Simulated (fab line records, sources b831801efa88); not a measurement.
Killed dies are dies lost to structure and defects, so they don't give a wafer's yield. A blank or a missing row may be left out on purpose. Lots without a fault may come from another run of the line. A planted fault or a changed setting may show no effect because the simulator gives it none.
Which tool did it? | flow sky130 | 13 lots, 38 wafers sampled, at 5 steps of a route of 708

WHAT THE GAUGES READ, wafer by wafer
SKY_VT_ADJUST_NCORE_OVL_MEAS_08. Usual: VT_ADJUST_NCORE_OVL 0.3 nm, standard deviation 1.5.
lot  | measured     | on         | VT_ADJUST_NCORE_OVL (nm) | flag
L528 | day 8 12:17  | overlay-02 | 1.3 0.5 1.5              |
L529 | day 8 16:42  | overlay-01 | 1.8 1.2 -0.3             |
L530 | day 9 08:50  | overlay-02 | 1.0 1.4 3.1              |
L533 | day 10 11:50 | overlay-01 | 0.9 1.5 1.0              |
L534 | day 10 20:56 | overlay-02 | -0.8 -0.4 -0.2           |
L535 | day 11 03:28 | overlay-02 | -2.0 -3.2 -2.2           |
L537 | day 11 21:05 | overlay-01 | -0.7 -1.2 1.5            |
L538 | day 12 01:05 | overlay-02 | 1.0 1.4 1.7              |
L539 | day 12 09:47 | overlay-02 | 0.8 2.1 0.7              |
L541 | day 12 22:05 | overlay-02 | -1.9 -0.9 0.5            |
L542 | day 13 05:48 | overlay-01 | 1.7 2.0                  |
L544 | day 14 02:50 | overlay-01 | -0.6 1.3 1.3             |
L550 | day 16 08:08 | overlay-02 | 2.2 1.4 2.8              |

SKY_SONOS_TUNNEL_CD_MEAS_07: target cd 410 nm. Usual: cd_nm 410.1 nm, standard deviation 2.4.
lot  | measured     | on        | cd_nm (nm)        | flag
L528 | day 11 09:56 | cd_sem-02 | 409.6 408.4 408.6 |
L529 | day 11 14:16 | cd_sem-02 | 413.8 414.0 413.3 |
L530 | day 12 09:01 | cd_sem-01 | 408.6 409.8 408.1 |
L533 | day 13 16:04 | cd_sem-02 | 409.9 414.8 413.7 |
L534 | day 14 00:35 | cd_sem-02 | 409.4 410.7 406.7 |
L535 | day 14 08:55 | cd_sem-02 | 405.7 405.0 405.0 |
L537 | day 15 02:33 | cd_sem-01 | 409.6 410.7 410.8 |
L538 | day 15 07:16 | cd_sem-02 | 410.5 409.7 410.3 |
L539 | day 15 17:06 | cd_sem-01 | 413.4 412.9 414.0 |
L541 | day 16 06:16 | cd_sem-01 | 409.9 408.3 409.0 |
L542 | day 16 15:11 | cd_sem-01 | 397.3 400.7       | OFF
L544 | day 17 12:26 | cd_sem-01 | 397.9 408.2 397.9 | OFF
L550 | day 20 00:45 | cd_sem-02 | 407.0 408.3 406.0 |

SKY_SONOS_TUNNEL_OVL_MEAS_08. Usual: SONOS_TUNNEL_OVL 0.2 nm, standard deviation 1.
lot  | measured     | on         | SONOS_TUNNEL_OVL (nm) | flag
L528 | day 11 10:03 | overlay-02 | 1.6 -0.8 1.7          |
L529 | day 11 14:23 | overlay-01 | 0.5 0.0 -1.1          |
L530 | day 12 09:08 | overlay-01 | 1.3 1.4 -0.8          |
L533 | day 13 16:11 | overlay-01 | -0.1 -1.0 -0.9        |
L534 | day 14 00:42 | overlay-01 | 0.8 -0.1 -0.7         |
L535 | day 14 09:02 | overlay-02 | 1.0 1.7 2.4           |
L537 | day 15 02:40 | overlay-01 | -0.1 -1.6 -1.1        |
L538 | day 15 07:23 | overlay-01 | -0.7 -0.6 -1.6        |
L539 | day 15 17:13 | overlay-02 | 0.5 -0.7 0.2          |
L541 | day 16 06:23 | overlay-01 | 0.2 1.2 1.0           |
L542 | day 16 15:18 | overlay-01 | -0.4 -0.5             |
L544 | day 17 12:33 | overlay-02 | -0.7 0.4 0.9          |
L550 | day 20 00:52 | overlay-02 | 0.6 0.1 0.2           |

WHICH TOOL RAN EACH LOT (tool, then ch and the chambers of the sampled wafers, then the start)
lot  | SKY_VT_ADJUST_LVTN_STRIP_20          | SKY_SONOS_TUNNEL_DEVELOP_06
L528 | plasma_asher-03 ch 0,1, day 7 16:23  | litho_track-03 ch 0, day 11 09:48
L529 | plasma_asher-02 ch 0, day 7 20:32    | litho_track-02 ch 0, day 11 14:08
L530 | plasma_asher-04 ch 0,1, day 8 09:53  | litho_track-03 ch 0, day 12 08:52
L533 | plasma_asher-02 ch 0,1, day 9 13:35  | litho_track-03 ch 0, day 13 15:55
L534 | plasma_asher-02 ch 0,1, day 9 21:35  | litho_track-03 ch 0, day 14 00:27
L535 | plasma_asher-02 ch 0,1, day 10 03:25 | litho_track-02 ch 0, day 14 08:47
L537 | plasma_asher-03 ch 0, day 10 20:05   | litho_track-02 ch 0, day 15 02:24
L538 | plasma_asher-03 ch 0, day 11 00:38   | litho_track-04 ch 0, day 15 07:07
L539 | plasma_asher-03 ch 0,1, day 11 08:38 | litho_track-02 ch 0, day 15 16:57
L541 | plasma_asher-02 ch 0,1, day 11 20:50 | litho_track-03 ch 0, day 16 06:07
L542 | plasma_asher-03 ch 0,1, day 12 04:17 | litho_track-03 ch 0, day 16 15:03
L544 | plasma_asher-03 ch 0,1, day 13 01:34 | litho_track-03 ch 0, day 17 12:18
L550 | plasma_asher-02 ch 0,1, day 15 04:16 | litho_track-04 ch 0, day 20 00:36
- SKY_VT_ADJUST_LVTN_STRIP_20: strips in O2/N2.
- SKY_SONOS_TUNNEL_DEVELOP_06: develop time 60 s.

WHAT THE TOOLS THEMSELVES READ (means of the sampled wafers that have a number; where no wafer has one, the mark that the record gives instead)
SKY_VT_ADJUST_LVTN_STRIP_20. Usual: drypump_motor_current_A 5.8 A, standard deviation 0.51; oes_product_au 0.716 a.u., standard deviation 0.0047; strip_time_to_endpoint_s 14.18 s, standard deviation 0.032.
lot  | tool            | drypump_motor_current_A (A) | oes_product_au (a.u.) | strip_time_to_endpoint_s (s) | flag
L528 | plasma_asher-03 | 5.4                         | 0.714                 | 14.17                        |
L529 | plasma_asher-02 | 6.4                         | 0.716                 | 14.21                        |
L530 | plasma_asher-04 | 5.5                         | 0.714                 | 14.15                        |
L533 | plasma_asher-02 | 6.4                         | 0.715                 | 14.17                        |
L534 | plasma_asher-02 | 6.3                         | 0.714                 | 14.13                        |
L535 | plasma_asher-02 | 6.4                         | 0.719                 | 14.18                        |
L537 | plasma_asher-03 | 5.8                         | 0.715                 | 14.20                        |
L538 | plasma_asher-03 | 5.8                         | 0.716                 | 14.15                        |
L539 | plasma_asher-03 | 5.4                         | 0.719                 | 14.17                        |
L541 | plasma_asher-02 | 6.3                         | 0.717                 | 14.12                        |
L542 | plasma_asher-03 | 5.5                         | 0.716                 | 14.23                        |
L544 | plasma_asher-03 | 5.6                         | 0.721                 | 14.17                        |
L550 | plasma_asher-02 | 6.4                         | 0.713                 | 14.15                        |

THE ANSWER, worked out from the rows above alone
Rule: a lot is off if the mean of its wafers that have a number lies more than 3 standard deviations from the usual mean. A lot without any number at a reading at which 4 lots or more have one is off too. The other lots that the step has rows for count as sound. The gauges are gone through in route order, then the tools' own readings, and for those a lot's mean is taken as printed above. The first step at which some lot is off is used, and at that step the reading that is off furthest; a lot without a number counts as furthest.
Off: L542, L544, at SKY_SONOS_TUNNEL_CD_MEAS_07 (cd_nm).
A tool fits if, at a process step before that reading, it ran every lot that is off, and no sound lot after the first of them. The gauges at SKY_SONOS_TUNNEL_CD_MEAS_07 are tried like those tools. Can't be told from this: 3 tools fit, plasma_asher-03 at SKY_VT_ADJUST_LVTN_STRIP_20, litho_track-03 at SKY_SONOS_TUNNEL_DEVELOP_06, cd_sem-01 at SKY_SONOS_TUNNEL_CD_MEAS_07.

WHAT THE SIMULATOR HAD PUT IN
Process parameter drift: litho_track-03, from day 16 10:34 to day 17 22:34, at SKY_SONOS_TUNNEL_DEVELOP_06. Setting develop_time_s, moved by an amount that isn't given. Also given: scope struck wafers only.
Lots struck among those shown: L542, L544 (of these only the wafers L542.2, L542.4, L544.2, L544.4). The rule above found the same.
